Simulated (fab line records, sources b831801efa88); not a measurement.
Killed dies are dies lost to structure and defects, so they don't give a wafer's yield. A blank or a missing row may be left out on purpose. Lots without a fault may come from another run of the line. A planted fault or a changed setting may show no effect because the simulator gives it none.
fab line records | flow sky130
record lots=6 wafers=18 last_day=51
route steps=708 shown POLY_CUT@317 SD_P@320 PAD_OPEN@708
lots that met no fault: from a run of the same line without faults
start_h: hours from the record's first day to the start of the lot's first wafer shown | wait_h: hours since the lot's step before | " the same as in the row above | L1.1+2: a row that stands for several wafers | - no value, or no start given | * or withheld: withheld | < > ~ a bound
route shown NAME@n: a module of which the file shows steps, and the number in the route of the first | usual: mean/standard deviation of fault-free wafers | same: alike in all rows | chamber/n: place in a boat | sites: the reading at each site | _std_site: their standard deviation | _edge_site: outer sites' mean less inner sites' | radius_mm: how far each site lies from the wafer's centre | mask NAME#n: copy n | behind: the tool/chamber that last shaped the wafer | hold: why the lot was held/for how many hours/how that ended | device: the transistor (n, p or np) that didn't switch | end of line: the same wafers' tests at the end of the route | a step without rows: its recipe alone | killed: dies lost to structure and defects at the first sort, not the wafer's yield | map: a wafer's dies, x killed, . not, _ none there
set.NAME: the setting as run; set.NAME@STEP: as run at that earlier step | model.NAME: the simulator's own value behind a step, which no gauge read
lots at some steps of the route; a table a step, a row a wafer
services: from which hour (start_h, from the record's first day; less than 0 if before it) a tool's chamber was out of use, for how many hours, and why
## steps
# step SKY_POLY_CUT_ETCH_10
# recipe chemistry=N2/H2 target=BARC ion_energy_ev=200 source_w=500 bias_w=100 pressure_mtorr=30 n2_flow_sccm=100 h2_flow_sccm=200 stop_on=SiO2 time_s=45.9 target_depth_a=600
# usual drypump_motor_current_A=5.8/0.43 h2_flow_sccm=200.0/0.6 oes_product_au=0.854/0.0045 throttle_valve_pct=13.226/0.0089
# columns lot.wafer tool chamber start_h wait_h drypump_motor_current_A h2_flow_sccm oes_product_au rf_hours_counter_h throttle_valve_pct
L867.1 rie_diel-01 2 577.74 0.0 6.7 199.6 0.853 2 13.210
L867.5 " 3 " " 5.7 201.5 0.856 - 13.235
L867.6 " 2 " " 6.7 199.9 0.862 - 13.211
L872.3 rie_diel-01 2 620.36 0.0 6.7 199.4 0.857 - 13.220
L872.5 " 3 " " 5.7 200.6 0.862 - 13.216
L872.6 " 2 " " 6.7 199.7 0.856 - 13.205
L873.1 rie_diel-01 3 628.49 0.0 5.7 200.2 0.860 13 13.221
L873.2 " 0 " " 5.7 200.0 0.853 0 13.230
L873.3 " 1 " " 5.9 200.5 0.853 12 13.209
L883.2 rie_diel-03 3 705.74 0.0 5.3 199.8 0.854 33 13.230
L883.3 " 0 " " 5.9 198.3 0.845 10 13.218
L883.6 " 2 " " 5.9 200.5 0.855 - 13.220
L887.2 rie_diel-02 1 735.56 0.0 5.1 200.5 0.850 9 13.224
L887.3 " 3 " " 5.4 198.7 0.858 7 13.211
L887.5 " 0 " " 5.6 199.9 0.855 - 13.226
L889.2 rie_diel-02 0 754.74 0.0 5.6 200.6 0.861 29 13.213
L889.4 " 1 " " 5.1 200.5 0.861 9 13.230
L889.6 " 0 " " 5.6 200.2 0.853 - 13.228
# step SKY_POLY_CUT_ETCH_11
# recipe target=Si3N4 chemistry=CF4/CH2F2/Ar stop_on=poly-Si source_w=600 bias_w=150 pressure_mtorr=40 cf4_flow_sccm=40 ch2f2_flow_sccm=20 Ar_flow_sccm=150 time_s=42.5 target_depth_a=600
# usual drypump_motor_current_A=5.8/0.42 oes_product_au=0.828/0.0061 throttle_valve_pct=14.997/0.009
# columns lot.wafer tool chamber start_h wait_h drypump_motor_current_A oes_product_au rf_hours_counter_h throttle_valve_pct
L867.1 rie_diel-01 2 577.78 0.0 6.7 0.837 2 14.989
L867.5 " 3 " " 5.7 0.838 - 14.988
L867.6 " 2 " " 6.6 0.835 - 15.003
L872.3 rie_diel-01 2 620.43 0.0 6.7 0.825 - 15.009
L872.5 " 3 " " 5.7 0.834 - 15.009
L872.6 " 2 " " 6.7 0.825 - 14.983
L873.1 rie_diel-01 3 628.53 0.0 5.7 0.836 13 14.994
L873.2 " 0 " " 5.7 0.824 0 14.993
L873.3 " 1 " " 5.9 0.822 12 14.995
L883.2 rie_diel-03 3 705.79 0.0 5.3 0.825 33 14.985
L883.3 " 0 " " 5.9 0.832 10 15.001
L883.6 " 2 " " 5.8 0.827 - 15.004
L887.2 rie_diel-02 1 735.61 0.0 5.1 0.823 9 14.987
L887.3 " 3 " " 5.3 0.827 7 14.989
L887.5 " 0 " " 5.7 0.833 - 15.006
L889.2 rie_diel-02 0 754.79 0.0 5.6 0.830 29 14.999
L889.4 " 1 " " 5.1 0.824 9 15.003
L889.6 " 0 " " 5.6 0.832 - 15.001
# step SKY_POLY_CUT_STRIP_12
# recipe chemistry=O2/N2 power_w=1400 pressure_mtorr=1500 platen_temp_c=withheld o2_flow_sccm=3000 n2_flow_sccm=300 overash_fraction=0.5
# usual drypump_motor_current_A=5.76/0.25 o2_flow_sccm=3000/8.6 oes_product_au=0.452/0.0044 strip_time_to_endpoint_s=5.363/0.016
# columns lot.wafer tool chamber start_h wait_h drypump_motor_current_A o2_flow_sccm oes_product_au rf_hours_counter_h strip_time_to_endpoint_s
L867.1 plasma_asher-01 1 577.82 0.0 5.79 3003 0.457 89 5.370
L867.5 " 0 " " 5.99 3001 0.449 - 5.368
L867.6 " 1 " " 5.81 2997 0.453 - 5.359
L872.3 plasma_asher-03 1 620.50 0.1 5.60 3004 0.448 - 5.370
L872.5 " 0 " " 5.32 2993 0.452 - 5.374
L872.6 " 1 " " 5.61 2997 0.451 - 5.364
L873.1 plasma_asher-03 1 628.58 0.0 5.60 2999 0.453 49 5.338
L873.2 " 0 " " 5.31 3001 0.447 49 5.321
L873.3 " 1 " " 5.60 2998 0.451 - 5.323
L883.2 plasma_asher-01 1 705.83 0.0 5.78 2996 0.456 103 5.380
L883.3 " 0 " " 5.99 2985 0.456 - 5.361
L883.6 " 1 " " 5.79 2987 0.455 - 5.345
L887.2 plasma_asher-02 1 735.65 0.0 5.61 3005 0.448 91 5.372
L887.3 " 0 " " 6.04 3009 0.450 - 5.367
L887.5 " 1 " " 5.60 2987 0.452 - 5.371
L889.2 plasma_asher-02 0 754.83 0.0 6.14 2994 0.455 93 5.378
L889.4 " 0 " " 6.08 2985 0.456 - 5.378
L889.6 " 0 " " 6.07 2994 0.446 - 5.397
# step SKY_SD_P_DEHYDRATE_00
# recipe temp_c=200 time_s=60
# step SKY_SD_P_HMDS_01
# recipe prime_time_s=60 prime_temp_c=120
# step SKY_SD_P_COAT_02
# recipe resist=NOVOLAK spin_rpm=3000 resist_thk_nm=1140
# step SKY_SD_P_SOFTBAKE_03
# recipe temp_c=90 time_s=60 resist=NOVOLAK
# step SKY_SD_P_EXPOSE_04
# recipe mask_id=PSDM na=0.6 source_shape=conventional sigma_outer=0.6 polarization=unpolarized target_cd_nm=380 dose_mj=138
# step SKY_SD_P_PEB_05
# recipe temp_c=withheld time_s=* resist=NOVOLAK
# step SKY_SD_P_DEVELOP_06
# recipe resist=NOVOLAK developer=TMAH develop_time_s=60 dev_temp_c=23
# step SKY_SD_P_CD_MEAS_07
# recipe target_cd_nm=380
# usual cd_nm=380/3
# columns lot.wafer tool chamber start_h wait_h cd_nm
L867.1 cd_sem-02 - 607.01 0.1 381
L867.5 " - " " 383
L867.6 " - " " 382
L872.3 cd_sem-01 - 648.90 0.1 381
L872.5 " - " " 380
L872.6 " - " " 381
L873.1 cd_sem-02 - 657.36 0.1 381
L873.2 " - " " 380
L873.3 " - " " 381
L883.2 cd_sem-01 - 733.83 0.1 382
L883.3 " - " " 384
L883.6 " - " " 383
L887.2 cd_sem-01 - 762.93 0.1 376
L887.3 " - " " 376
L887.5 " - " " 375
L889.2 cd_sem-02 - 782.58 0.1 382
L889.4 " - " " 381
L889.6 " - " " 381
# step SKY_SD_P_OVL_MEAS_08
# usual SD_P_OVL=1.1/1.3
# columns lot.wafer tool chamber start_h wait_h SD_P_OVL[nm]
L867.1 overlay-01 - 607.13 0.1 -0.4
L867.5 " - " " -0.4
L867.6 " - " " 1.4
L872.3 overlay-02 - 648.99 0.1 4.0
L872.5 " - " " 1.0
L872.6 " - " " 3.2
L873.1 overlay-02 - 657.48 0.1 2.7
L873.2 " - " " 3.4
L873.3 " - " " 4.1
L883.2 overlay-01 - 733.93 0.1 -0.4
L883.3 " - " " -0.7
L883.6 " - " " -0.1
L887.2 overlay-01 - 763.03 0.1 1.3
L887.3 " - " " 1.2
L887.5 " - " " -1.1
L889.2 overlay-01 - 782.68 0.1 0.8
L889.4 " - " " -1.3
L889.6 " - " " 0.0
# step SKY_SD_P_IMPLANT_09
# recipe species=BF2 energy_kev=20 dose_cm2=3e+15 tilt_deg=0
# usual end_station_pressure_torr=1.3e-05/1.3e-06 faraday_current_uA=11027/1200
# columns lot.wafer tool chamber start_h wait_h end_station_pressure_torr faraday_current_uA
L867.1 implanter-04 0 607.16 0.0 1.18e-05 10070
L867.5 " 0 " " 1.23e-05 10009
L867.6 " 0 " " 1.18e-05 10340
L872.3 implanter-02 0 649.06 0.1 1.45e-05 12926
L872.5 " 0 " " 1.47e-05 12472
L872.6 " 0 " " 1.37e-05 12996
L873.1 implanter-02 0 657.51 0.0 1.55e-05 12524
L873.2 " 0 " " 1.38e-05 12416
L873.3 " 0 " " 1.42e-05 12532
L883.2 implanter-01 0 733.99 0.0 1.24e-05 10267
L883.3 " 0 " " 1.18e-05 10172
L883.6 " 0 " " 1.24e-05 10577
L887.2 implanter-04 0 763.09 0.0 1.14e-05 10113
L887.3 " 0 " " 1.21e-05 10207
L887.5 " 0 " " 1.18e-05 10325
L889.2 implanter-02 0 782.74 0.0 1.47e-05 12230
L889.4 " 0 " " 1.45e-05 12551
L889.6 " 0 " " 1.45e-05 12517
# step SKY_SD_P_STRIP_10
# recipe chemistry=O2/N2 power_w=1400 pressure_mtorr=1500 platen_temp_c=withheld o2_flow_sccm=3000 n2_flow_sccm=300 overash_fraction=0.5
# usual drypump_motor_current_A=5.69/0.3 o2_flow_sccm=3000/10 oes_product_au=0.618/0.0044 strip_time_to_endpoint_s=17.49/0.03
# columns lot.wafer tool chamber start_h wait_h drypump_motor_current_A o2_flow_sccm oes_product_au rf_hours_counter_h strip_time_to_endpoint_s
L867.1 plasma_asher-02 1 607.31 0.1 5.60 2988 0.619 78 17.44
L867.5 " 0 " " 6.07 3010 0.615 - 17.44
L867.6 " 1 " " 5.61 2993 0.621 - 17.47
L872.3 plasma_asher-03 0 649.20 0.1 5.32 3001 0.619 - 17.41
L872.5 " 1 " " 5.61 2989 0.620 - 17.40
L872.6 " 0 " " 5.34 3014 0.616 - 17.37
L873.1 plasma_asher-02 1 657.66 0.1 5.58 2994 0.615 83 17.33
L873.2 " 0 " " 6.07 3006 0.612 83 17.34
L873.3 " 1 " " 5.59 3032 0.620 - 17.27
L883.2 plasma_asher-02 0 734.11 0.1 6.07 3003 0.615 91 17.46
L883.3 " 1 " " 5.60 3010 0.610 - 17.48
L883.6 " 0 " " 6.13 2999 0.614 - 17.45
L887.2 plasma_asher-03 1 763.21 0.1 5.60 2988 0.615 63 17.47
L887.3 " 1 " " 5.62 2995 0.615 - 17.53
L887.5 " 0 " " 5.30 3001 0.616 - 17.51
L889.2 plasma_asher-04 0 782.86 0.1 5.18 3004 0.631 33 17.48
L889.4 " 0 " " 5.18 2992 0.618 - 17.52
L889.6 " 1 " " 5.86 3010 0.616 - 17.54
# step SKY_SD_P_TW_MEAS_11
# usual SD_P_TW=2825/21
# columns lot.wafer tool chamber start_h wait_h SD_P_TW
L867.1 film_metro-03 - 607.41 0.1 2807
L867.5 " - " " 2832
L867.6 " - " " 2827
L872.3 film_metro-03 - 649.28 0.1 2775
L872.5 " - " " 2778
L872.6 " - " " 2768
L873.1 film_metro-04 - 657.76 0.1 2810
L873.2 " - " " 2810
L873.3 " - " " 2805
L883.2 film_metro-03 - 734.22 0.1 2795
L883.3 " - " " 2809
L883.6 " - " " 2795
L887.2 film_metro-04 - 763.32 0.1 2852
L887.3 " - " " 2849
L887.5 " - " " 2853
L889.2 film_metro-03 - 782.97 0.1 2800
L889.4 " - " " 2801
L889.6 " - " " 2799
# step SKY_PAD_OPEN_PROBE_99
# usual killed_at_M0_to_M3=43/7.3 killed_at_M4_up=3.2/1.9 killed_at_contacts=24/5.5 killed_at_front_end=15/4.7 killed_at_other=0.5/0.75 killed_dies=85/9.5 killed_open=46/7 killed_short=38/7.4
# same gross_dies=492 killed_at_back_side=0
# columns lot.wafer tool chamber start_h wait_h killed_at_M0_to_M3 killed_at_M4_up killed_at_contacts killed_at_front_end killed_at_other killed_dies killed_open killed_short model.etest.res_high_po.rs_ohm_sq_range model.etest.res_pdiff.rs_ohm_sq_range model.etest.res_high_po.rs_ohm_sq_rim_less_centre model.etest.pfet_01v8.drive_ua_um_range
L867.1 prober-01 - 1098.83 0.1 47 5 24 13 0 89 50 39 14.24 7.624 10.37 9.637
L867.5 prober-01 - 1099.03 0.2 38 6 27 19 0 90 53 37 10.09 5.797 7.458 6.397
L867.6 prober-01 - 1099.08 0.2 43 3 12 27 0 85 52 33 11.31 8.376 8.292 4.524
L872.3 prober-02 - 1128.54 0.2 40 3 20 10 1 74 35 37 53.41 20.28 10.93 6.504
L872.5 prober-02 - 1128.64 0.2 45 6 21 10 0 82 45 37 50.73 16.51 10.63 9.592
L872.6 prober-02 - 1128.69 0.2 39 2 19 21 0 81 53 27 51.76 16.86 11.81 9.037
L873.1 prober-01 - 1133.35 0.1 47 3 29 11 0 90 50 39 56.63 17.74 20.23 9.406
L873.2 prober-01 - 1133.40 0.1 29 3 23 7 0 62 41 21 59.44 18.38 22.08 5.04
L873.3 prober-01 - 1133.45 0.2 40 2 25 18 0 85 43 41 58.45 21.78 21.88 13.19
L883.2 prober-01 - 1183.24 0.1 36 4 29 13 0 82 47 34 10.85 4.421 7.922 7.172
L883.3 prober-01 - 1183.29 0.2 43 1 37 15 0 96 56 40 11.04 6.708 7.927 6.664
L883.6 prober-01 - 1183.44 0.2 46 3 23 15 1 88 47 40 13.03 7.814 6.747 6.842
L887.2 prober-02 - 1203.04 0.1 48 0 25 10 0 83 36 47 8.95 5.825 8.386 5.333
L887.3 prober-02 - 1203.09 0.2 69 2 22 8 0 101 45 56 10.25 7.808 7.105 8.093
L887.5 prober-02 - 1203.19 0.2 48 4 22 13 0 87 52 34 10.49 7.757 7.861 7.313
L889.2 prober-02 - 1213.39 0.1 31 6 18 15 1 71 35 36 6.451 5.547 -2.229 3.283
L889.4 prober-02 - 1213.49 0.2 45 4 25 13 0 87 51 36 5.877 4.551 -1.726 6.171
L889.6 prober-02 - 1213.59 0.2 37 4 24 18 0 83 46 36 5.783 3.428 -2.784 9.158
# killed by level:class
L867.1 CONTACT:geometric_particle:open=12 VIA2:geometric_particle:open=11 VIA2:geometric_particle:short=6 METAL1:geometric_particle:short=6 VIA1:geometric_particle:open=6 LI_CONTACT:geometric_particle:open=5 VIA3:geometric_particle:open=5 FIELD_ISO:geometric_particle:short=4
L867.5 CONTACT:geometric_particle:open=11 VIA1:geometric_particle:open=11 POLY_GATE:geometric_particle:open=9 LI_CONTACT:geometric_particle:open=6 VIA2:geometric_particle:open=6 FIELD_ISO:geometric_particle:short=5 METAL2:geometric_particle:short=5 LI_CONTACT:geometric_particle:short=4
L867.6 VIA1:geometric_particle:open=10 FIELD_ISO:geometric_particle:open=9 VIA3:geometric_particle:open=8 FIELD_ISO:geometric_particle:short=7 VIA2:geometric_particle:open=6 POLY_GATE:geometric_particle:open=5 POLY_GATE:geometric_particle:short=4 VIA1:geometric_particle:short=4
L872.3 VIA1:geometric_particle:open=9 LI_CONTACT:geometric_particle:open=6 METAL1:geometric_particle:short=5 VIA2:geometric_particle:open=5 POLY_GATE:geometric_particle:short=4 LOCAL_INTERCONNECT:geometric_particle:short=4 CONTACT:geometric_particle:short=4 CONTACT:geometric_particle:open=4
L872.5 VIA2:geometric_particle:open=10 VIA1:geometric_particle:short=9 CONTACT:geometric_particle:open=8 VIA1:geometric_particle:open=7 METAL3:geometric_particle:short=6 LI_CONTACT:geometric_particle:short=5 LI_CONTACT:geometric_particle:open=5 METAL4:geometric_particle:short=5
L872.6 VIA1:geometric_particle:open=10 POLY_GATE:geometric_particle:open=8 VIA2:geometric_particle:open=8 CONTACT:geometric_particle:open=8 LI_CONTACT:geometric_particle:open=7 VIA3:geometric_particle:short=5 FIELD_ISO:geometric_particle:open=4 VIA3:geometric_particle:open=4
L873.1 VIA1:geometric_particle:short=11 CONTACT:geometric_particle:open=9 VIA3:geometric_particle:open=9 VIA2:geometric_particle:open=8 VIA1:geometric_particle:open=8 LI_CONTACT:geometric_particle:open=6 CONTACT:geometric_particle:short=6 POLY_GATE:geometric_particle:short=4
L873.2 LI_CONTACT:geometric_particle:open=10 VIA1:geometric_particle:open=10 CONTACT:geometric_particle:short=5 VIA2:geometric_particle:open=5 METAL2:geometric_particle:short=4 VIA3:geometric_particle:open=4 POLY_GATE:geometric_particle:open=3 CONTACT:geometric_particle:open=3
L873.3 CONTACT:geometric_particle:open=10 VIA1:geometric_particle:open=10 METAL2:geometric_particle:short=8 VIA2:geometric_particle:open=7 FIELD_ISO:geometric_particle:short=6 METAL1:geometric_particle:short=6 CONTACT:geometric_particle:short=5 LI_CONTACT:geometric_particle:open=4
L883.2 CONTACT:geometric_particle:open=13 VIA1:geometric_particle:open=10 CONTACT:geometric_particle:short=7 FIELD_ISO:geometric_particle:open=6 VIA2:geometric_particle:short=5 VIA2:geometric_particle:open=5 LOCAL_INTERCONNECT:geometric_particle:open=4 VIA1:geometric_particle:short=4
L883.3 VIA1:geometric_particle:open=13 CONTACT:geometric_particle:open=12 LI_CONTACT:geometric_particle:open=8 LOCAL_INTERCONNECT:geometric_particle:short=7 METAL2:geometric_particle:short=7 VIA2:geometric_particle:open=6 FIELD_ISO:geometric_particle:short=5 CONTACT:geometric_particle:short=5
L883.6 CONTACT:geometric_particle:open=11 VIA1:geometric_particle:open=8 METAL3:geometric_particle:short=7 VIA2:geometric_particle:open=6 FIELD_ISO:geometric_particle:open=5 METAL1:geometric_particle:short=5 VIA2:geometric_particle:short=5 FIELD_ISO:geometric_particle:short=4
L887.2 CONTACT:geometric_particle:open=9 VIA3:geometric_particle:short=7 METAL1:geometric_particle:short=7 CONTACT:geometric_particle:short=6 VIA1:geometric_particle:short=6 VIA1:geometric_particle:open=6 METAL2:geometric_particle:short=6 VIA3:geometric_particle:open=5
L887.3 VIA1:geometric_particle:open=24 METAL2:geometric_particle:short=12 METAL1:geometric_particle:short=11 VIA1:geometric_particle:short=9 CONTACT:geometric_particle:open=6 LOCAL_INTERCONNECT:geometric_particle:short=5 CONTACT:geometric_particle:short=4 VIA3:geometric_particle:open=4
L887.5 CONTACT:geometric_particle:open=11 VIA1:geometric_particle:open=11 VIA3:geometric_particle:open=8 METAL2:geometric_particle:short=6 VIA2:geometric_particle:open=6 LOCAL_INTERCONNECT:geometric_particle:short=5 FIELD_ISO:geometric_particle:short=4 LI_CONTACT:geometric_particle:open=4
L889.2 LI_CONTACT:geometric_particle:open=7 VIA1:geometric_particle:short=6 CONTACT:geometric_particle:open=5 METAL4:geometric_particle:short=5 METAL2:geometric_particle:short=5 FIELD_ISO:geometric_particle:short=4 POLY_GATE:geometric_particle:open=4 VIA2:geometric_particle:open=4
L889.4 VIA1:geometric_particle:open=10 LI_CONTACT:geometric_particle:open=9 VIA3:geometric_particle:open=9 CONTACT:geometric_particle:open=8 METAL2:geometric_particle:short=5 METAL1:geometric_particle:short=5 POLY_GATE:geometric_particle:open=4 VIA1:geometric_particle:short=4
L889.6 CONTACT:geometric_particle:open=9 VIA1:geometric_particle:open=8 VIA2:geometric_particle:open=8 LI_CONTACT:geometric_particle:open=6 VIA1:geometric_particle:short=6 METAL1:geometric_particle:short=5 FIELD_ISO:geometric_particle:open=4 CONTACT:geometric_particle:short=4
## services
# columns tool chamber start_h hours kind
implanter-01 - 556.71 4.8 pm
plasma_asher-03 - 557.30 4.6 repair
plasma_asher-02 - 560.83 20.5 repair
plasma_asher-04 - 561.97 4.4 repair
implanter-04 - 602.13 1.4 repair
rie_diel-02 1 607.04 1.5 repair
rie_diel-01 1 610.47 16.4 repair
rie_diel-01 2 621.78 13.1 repair
implanter-04 - 631.87 30.1 pm
rie_diel-02 3 633.27 2.1 repair
rie_diel-01 0 642.46 20.5 repair
implanter-02 - 643.63 4.2 repair
plasma_asher-02 - 669.32 1.7 repair
rie_diel-02 - 677.13 1.3 repair
rie_diel-01 1 695.43 18.0 repair
plasma_asher-01 - 716.47 2.8 pm
rie_diel-01 2 724.37 16.2 repair
plasma_asher-01 - 733.67 12.8 repair
implanter-04 - 741.12 3.4 pm
plasma_asher-01 - 746.46 9.0 pm
rie_diel-03 0 747.85 9.0 repair
implanter-02 - 763.55 4.1 pm
rie_diel-02 - 767.16 0.4 repair
rie_diel-01 - 776.49 0.3 repair
## key
first_sign step=SKY_SD_P_STRIP_10 reading=strip_time_to_endpoint_s direction=down sigmas=4.6 usual=* struck=*
effect step=SKY_SD_P_TW_MEAS_11 reading=SD_P_TW direction=down sigmas=1.7 usual=2825 struck=2791
model_effect step=SKY_PAD_OPEN_PROBE_99 value=etest.res_high_po.rs_ohm_sq_range without=8.353 struck=55.07
met_at SKY_SD_P_IMPLANT_09
struck_wafers L872.3,L872.5,L872.6,L873.1,L873.2,L873.3
tester_left_out L872,L873
also_fits SKY_POLY_CUT_ETCH_10:rie_diel-01,SKY_POLY_CUT_ETCH_11:rie_diel-01,SKY_POLY_CUT_STRIP_12:plasma_asher-03
fault kind=process_parameter_drift tool=implanter-02 chamber=- onset_h=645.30 steps=SKY_SD_P_IMPLANT_09 channel=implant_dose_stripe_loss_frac offset=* shape=step end_h=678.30
# tester_left_out: of these lots the tester's yield and bins aren't shown, on N5 and GAA mostly nor the transistor test; their killed dies are dies lost to structure and defects alone, not to doping, threshold or leakage, so they don't give the yield
